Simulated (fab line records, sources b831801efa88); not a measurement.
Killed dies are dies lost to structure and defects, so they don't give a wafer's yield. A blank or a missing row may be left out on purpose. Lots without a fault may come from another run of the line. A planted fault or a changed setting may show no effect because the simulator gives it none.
A struck lot beside a sound one | flow sky130 | 18 steps out of a route of 708
Sound: wafers L870.1, L870.3, L870.4. Struck: wafers L877.3, L877.4, L877.6. The cause comes at the end.
At each step with rows: each side's tool, then ch and its chambers, then its first start. Under that, the readings that differ: sound wafers | struck wafers | difference of the means | sigmas: that difference in standard deviations of wafers without a fault.
alike: readings whose means differ by less than 2 such deviations, and words and numbers that are the same on both sides. not compared: withheld readings, readings that some wafer has no value for, bounds like >300 that may hide the same value, and numbers for which the record gives no deviation and whose values overlap.
The two part at a step that has a row with sigmas, a row that says differs or no value, or rows on one side only. Numbers that don't overlap but have no deviation are shown without sigmas and don't part them. A reading that every wafer of one side lacks parts them only if that side has two wafers or more.

first, 3 steps without rows for these wafers: SKY_VT_ADJUST_NCORE_EXPOSE_04 (exposes mask LVTN COMPLEMENT THIN, target cd 380 nm); SKY_VT_ADJUST_NCORE_PEB_05; SKY_VT_ADJUST_NCORE_DEVELOP_06 (develop time 60 s).
SKY_VT_ADJUST_NCORE_CD_MEAS_07: target cd 380 nm.
  sound on cd_sem-02, day 11 08:43; struck on cd_sem-02, day 13 17:49
  alike: cd_nm
SKY_VT_ADJUST_NCORE_OVL_MEAS_08:
  sound on overlay-02, day 11 08:50; struck on overlay-01, day 13 17:55
  alike: VT_ADJUST_NCORE_OVL
then, 1 step without rows for these wafers: SKY_VT_ADJUST_NCORE_IMPLANT_09.
SKY_VT_ADJUST_NCORE_STRIP_10: strips in O2/N2.
  sound on plasma_asher-03 ch 0,1, day 11 09:01; struck on plasma_asher-01 ch 0,1, day 13 18:12
  reading               | sound             | struck            | difference | sigmas
  oes_product_au (a.u.) | 0.716 0.717 0.723 | 0.713 0.713 0.701 | -0.010     | -2
  alike: drypump_motor_current_A, strip_time_to_endpoint_s
  not compared: rf_hours_counter_h
SKY_VT_ADJUST_NCORE_TW_MEAS_11:
  sound on film_metro-03, day 11 09:07; struck on film_metro-04, day 13 18:17
  alike: VT_ADJUST_NCORE_TW
then, 4 steps without rows for these wafers: SKY_VT_ADJUST_HVTR_DEHYDRATE_00 (time 60 s); SKY_VT_ADJUST_HVTR_HMDS_01 (prime time 60 s); SKY_VT_ADJUST_HVTR_COAT_02 (resist thk 1140 nm); SKY_VT_ADJUST_HVTR_SOFTBAKE_03 (time 60 s).
SKY_VT_ADJUST_HVTR_EXPOSE_04: exposes mask HVTRM, target cd 380 nm.
  sound on iline_stepper-01 ch 0, day 12 09:04; struck on iline_stepper-01 ch 0, day 14 05:10
  reading                                | sound                | struck            | difference | sigmas
  model.VT_ADJUST_HVTR.overlay_x_nm (nm) | 0.7458 0.7458 0.7458 | 150.9 150.9 150.9 | +150.2     |
  alike: mask, focus_offset_nm, reticle_temp_C
then, 2 steps without rows for these wafers: SKY_VT_ADJUST_HVTR_PEB_05; SKY_VT_ADJUST_HVTR_DEVELOP_06 (develop time 60 s).
SKY_VT_ADJUST_HVTR_CD_MEAS_07: target cd 380 nm.
  sound on cd_sem-02, day 12 16:34; struck on cd_sem-01, day 14 20:21
  alike: cd_nm
SKY_VT_ADJUST_HVTR_OVL_MEAS_08:
  sound on overlay-01, day 12 16:41; struck on overlay-02, day 14 20:38
  reading                 | sound       | struck            | difference | sigmas
  VT_ADJUST_HVTR_OVL (nm) | 1.5 2.5 2.4 | 148.6 150.7 149.3 | +147.4     | +99 or more
  not compared: hold
SKY_PAD_OPEN_PROBE_99:
  the record has rows for the sound wafers here (prober-01, day 49 00:02) and none for the struck ones

WHERE THEY PART
First at SKY_VT_ADJUST_NCORE_STRIP_10; last, within this record, at SKY_PAD_OPEN_PROBE_99.

WHY: what the simulator had put in
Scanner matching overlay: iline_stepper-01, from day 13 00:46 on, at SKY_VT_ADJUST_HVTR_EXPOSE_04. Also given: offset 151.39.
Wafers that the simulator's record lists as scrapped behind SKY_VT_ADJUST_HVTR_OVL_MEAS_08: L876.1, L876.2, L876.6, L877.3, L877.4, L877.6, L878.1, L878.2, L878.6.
